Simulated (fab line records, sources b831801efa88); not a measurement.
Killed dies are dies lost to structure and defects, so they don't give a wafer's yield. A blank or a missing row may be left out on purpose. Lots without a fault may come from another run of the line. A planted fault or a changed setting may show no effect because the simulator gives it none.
Which tool did it? | flow sky130 | 6 lots, 18 wafers sampled, at 3 steps of a route of 708

WHAT THE GAUGES READ, wafer by wafer
SKY_NWELL_RS_MEAS_29: measures by four-point-probe.
lot  | measured     | on            | NWELL_RS (ohm/sq)
L299 | day 5 18:06  | film_metro-03 | 624.8 624.6 626.7
L302 | day 6 16:22  | film_metro-02 | 623.7 623.4 624.0
L307 | day 8 04:52  | film_metro-03 | 623.4 623.5 625.6
L309 | day 8 09:53  | film_metro-02 | 624.3 623.5 624.9
L317 | day 10 13:02 | film_metro-03 | 647.1 644.9 646.9
L320 | day 11 05:35 | film_metro-02 | 623.2 624.4 624.0

WHICH TOOL RAN EACH LOT (tool, then ch and the chambers of the sampled wafers, then the start)
lot  | SKY_FIELD_ISO_CMP_27         | SKY_NWELL_IMPLANT_11
L299 | cmp-01 ch 0,2,3, day 2 20:04 | implanter-04 ch 0, day 4 23:52
L302 | cmp-02 ch 1,2,3, day 3 14:10 | implanter-03 ch 0, day 5 21:24
L307 | cmp-01 ch 0,1,2, day 4 19:27 | implanter-03 ch 0, day 7 07:43
L309 | cmp-01 ch 0,1,2, day 5 02:40 | implanter-04 ch 0, day 7 12:43
L317 | cmp-02 ch 0,1,2, day 6 21:40 | implanter-04 ch 0, day 9 14:34
L320 | cmp-02 ch 0,1,2, day 7 10:13 | implanter-03 ch 0, day 10 05:07
- SKY_FIELD_ISO_CMP_27: polishes, stops on Si3N4, t overpolish 16 s, target thk 457.8 nm.
- SKY_NWELL_IMPLANT_11

THE ANSWER, worked out from the rows above alone
Rule: what is usual is taken from the lots themselves. Put in order of their means at a reading, lots are off if they are a third of the lots or fewer, leave a main group of 4 or more, and stand apart from it by a gap of 3 or more times the standard deviation of the main group's means; of several such gaps the widest counts. A main group whose means are all the same, to the digits that the tables above print for the reading, isn't used. A lot without any number at a reading at which 4 lots or more have one is off too. The other lots that the step has rows for count as sound.
Off: L317, at SKY_NWELL_RS_MEAS_29 (NWELL_RS). The main group: mean 624.3 ohm/sq, standard deviation 0.58.
A tool fits if, at a process step before that reading, it ran every lot that is off, and no sound lot after the first of them. The gauges at SKY_NWELL_RS_MEAS_29 are tried like those tools. Can't be told from this: 2 tools fit, implanter-04 at SKY_NWELL_IMPLANT_11, film_metro-03 at SKY_NWELL_RS_MEAS_29.

WHAT THE SIMULATOR HAD PUT IN
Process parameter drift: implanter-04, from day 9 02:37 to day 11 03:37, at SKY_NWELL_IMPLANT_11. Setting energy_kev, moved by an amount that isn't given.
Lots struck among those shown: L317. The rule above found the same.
